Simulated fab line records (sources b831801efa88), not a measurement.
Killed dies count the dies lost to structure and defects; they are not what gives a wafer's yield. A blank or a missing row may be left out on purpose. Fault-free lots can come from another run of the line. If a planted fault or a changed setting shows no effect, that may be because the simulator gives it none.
Split-lot study | flow gf180mcu | route with 602 steps; 5 lots, 23 wafers read

ABOUT THE SPLIT
At GF_STI_ETCH_13 (etches the open film in CHF3/O2, stops on Si, target depth 282.31 nm, time 112.9 s), the setting over etch frac was moved away from the recipe's 0.3 on 4 of the 23 wafers read, by -18.7% to +8.3%. For the rest of the wafers, this setting stayed at what the recipe calls for.

The split's own step is where the reading is taken.

THE READING
oes product au, in a.u., at GF_STI_ETCH_13 (etches the open film in CHF3/O2, stops on Si, target depth 282.31 nm, time 112.9 s). On this fab line, fault-free wafers typically give 0.830 a.u. with a standard deviation of 0.0066 a.u.

wafer  | tool, chamber at the split | over etch frac as run | against the recipe | oes product au, a.u. | against lot-mates on the recipe
L074.1 | rie diel-04, 1             | 0.3                   | recipe             | 0.837                | -
L074.4 | rie diel-04, 2             | 0.3                   | recipe             | 0.841                | -
L074.6 | rie diel-04, 1             | 0.3                   | recipe             | 0.831                | -
L078.1 | rie diel-04, 0             | 0.3                   | recipe             | 0.833                | -
L078.2 | rie diel-04, 1             | 0.244                 | -18.7%             | 0.854                | +0.019
L078.3 | rie diel-04, 3             | 0.3                   | recipe             | 0.832                | -
L078.4 | rie diel-04, 2             | 0.244                 | -18.7%             | 0.865                | +0.030
L078.6 | rie diel-04, 2             | 0.3                   | recipe             | 0.841                | -
L079.1 | rie diel-03, 2             | 0.3                   | recipe             | 0.830                | -
L079.2 | rie diel-03, 3             | 0.3                   | recipe             | 0.831                | -
L079.3 | rie diel-03, 1             | 0.3                   | recipe             | 0.831                | -
L079.5 | rie diel-03, 2             | 0.3                   | recipe             | 0.832                | -
L079.6 | rie diel-03, 1             | 0.3                   | recipe             | 0.832                | -
L082.1 | rie diel-04, 2             | 0.325                 | +8.3%              | 0.807                | -0.011
L082.3 | rie diel-04, 3             | 0.3                   | recipe             | 0.815                | -
L082.4 | rie diel-04, 0             | 0.325                 | +8.3%              | 0.810                | -0.008
L082.5 | rie diel-04, 1             | 0.3                   | recipe             | 0.815                | -
L082.6 | rie diel-04, 0             | 0.3                   | recipe             | 0.823                | -
L085.1 | rie diel-03, 3             | 0.3                   | recipe             | 0.830                | -
L085.2 | rie diel-03, 0             | 0.3                   | recipe             | 0.841                | -
L085.4 | rie diel-03, 2             | 0.3                   | recipe             | 0.833                | -
L085.5 | rie diel-03, 1             | 0.3                   | recipe             | 0.833                | -
L085.6 | rie diel-03, 0             | 0.3                   | recipe             | 0.833                | -

FIT RESULTS
A straight line over all 23 wafers: oes product au changes by -0.00174 a.u. for each +1% of over etch frac; r = -0.83; the points scatter about the line by 0.0074 a.u.
The same after taking each lot's own level away (the mean of its wafers on the recipe; 23 wafers): -0.00126 a.u. for each +1%; r = -0.91; scatter 0.0037 a.u.
The reading moves by 0.023 a.u. for the largest change in over etch frac, on that fit.
Measured against the standard deviation above, the lots' own levels, which go from 0.8177 to 0.8363 a.u., span 2.8 times it.
Thus the slope moves with the lot-to-lot level: the two fits are different.
Check: +0.0274 a.u. against its lot-mates is what the line predicts for one of the wafers moved furthest among these (-18.7%) when that wafer is left out of the fit. It came out at +0.0187 a.u. against them.
Tool readings at the split's step, against how far the setting was moved: oes product au r = -0.83.

THE FILE'S OWN FIT
oes product au changes by -0.00124 a.u. for each +1% of over etch frac, r = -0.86.
